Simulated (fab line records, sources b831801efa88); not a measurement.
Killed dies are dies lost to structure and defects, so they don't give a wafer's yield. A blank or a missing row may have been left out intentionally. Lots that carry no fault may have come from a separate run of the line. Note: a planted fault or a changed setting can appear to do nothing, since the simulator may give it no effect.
Matching of chambers / flow sky130 / SKY_FIELD_ISO_ETCH_14 on rie diel-02 has 4 sister chambers
The step etches BARC in N2/H2, stops on SiO2, time 45.9 s, target depth 60 nm. 8 wafers are shown with their chamber, then 8 later ones without.

WAFERS, EACH WITH ITS CHAMBER
wafer=L077.1; chamber=1; drypump motor current A (A)=6.37; throttle valve pct (%)=13.243
wafer=L077.3; chamber=2; drypump motor current A (A)=6.11; throttle valve pct (%)=13.196
wafer=L087.2; chamber=0; drypump motor current A (A)=6.12; throttle valve pct (%)=13.228
wafer=L087.4; chamber=2; drypump motor current A (A)=6.10; throttle valve pct (%)=13.231
wafer=L090.2; chamber=1; drypump motor current A (A)=6.41; throttle valve pct (%)=13.224
wafer=L090.3; chamber=3; drypump motor current A (A)=5.78; throttle valve pct (%)=13.226
wafer=L090.4; chamber=0; drypump motor current A (A)=6.10; throttle valve pct (%)=13.229
wafer=L091.1; chamber=3; drypump motor current A (A)=5.78; throttle valve pct (%)=13.210

WAFERS WITH NO CHAMBER GIVEN
wafer=L091.2; drypump motor current A (A)=6.08; throttle valve pct (%)=13.224
wafer=L091.6; drypump motor current A (A)=5.78; throttle valve pct (%)=13.224
wafer=L093.1; drypump motor current A (A)=6.11; throttle valve pct (%)=13.237
wafer=L093.2; drypump motor current A (A)=5.78; throttle valve pct (%)=13.218
wafer=L093.4; drypump motor current A (A)=6.07; throttle valve pct (%)=13.214
wafer=L097.2; drypump motor current A (A)=5.78; throttle valve pct (%)=13.212
wafer=L097.5; drypump motor current A (A)=6.40; throttle valve pct (%)=13.244
wafer=L097.6; drypump motor current A (A)=6.11; throttle valve pct (%)=13.225

WHICH CHAMBER EACH ONE RAN IN
wafer=L091.2; from the rows above=can't be placed: 2 or 0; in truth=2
wafer=L091.6; from the rows above=3; in truth=3
wafer=L093.1; from the rows above=can't be placed: 0 or 2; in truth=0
wafer=L093.2; from the rows above=3; in truth=3
wafer=L093.4; from the rows above=can't be placed: 2 or 0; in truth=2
wafer=L097.2; from the rows above=3; in truth=3
wafer=L097.5; from the rows above=1; in truth=1
wafer=L097.6; from the rows above=can't be placed: 0 or 2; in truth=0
4 of 8 placed correctly. Can't be placed from these rows: 4 (the true chamber is among the candidates in 4). Number placed wrongly: 0.
How it was worked out, from the rows above alone: a wafer's distance from a chamber is the root of the sum, over the readings, of the square of ((its reading less the chamber's mean) divided by the reading's scatter). The wafer belongs to the nearest chamber; if the next one is less than 2 further off, it can't be placed. For every chamber, the mean is computed from those of its wafers that are shown. How the scatter is found: for the shown wafers, subtract from each reading the mean of its chamber, square and add these, divide the total by (wafers less chambers), then take the root.
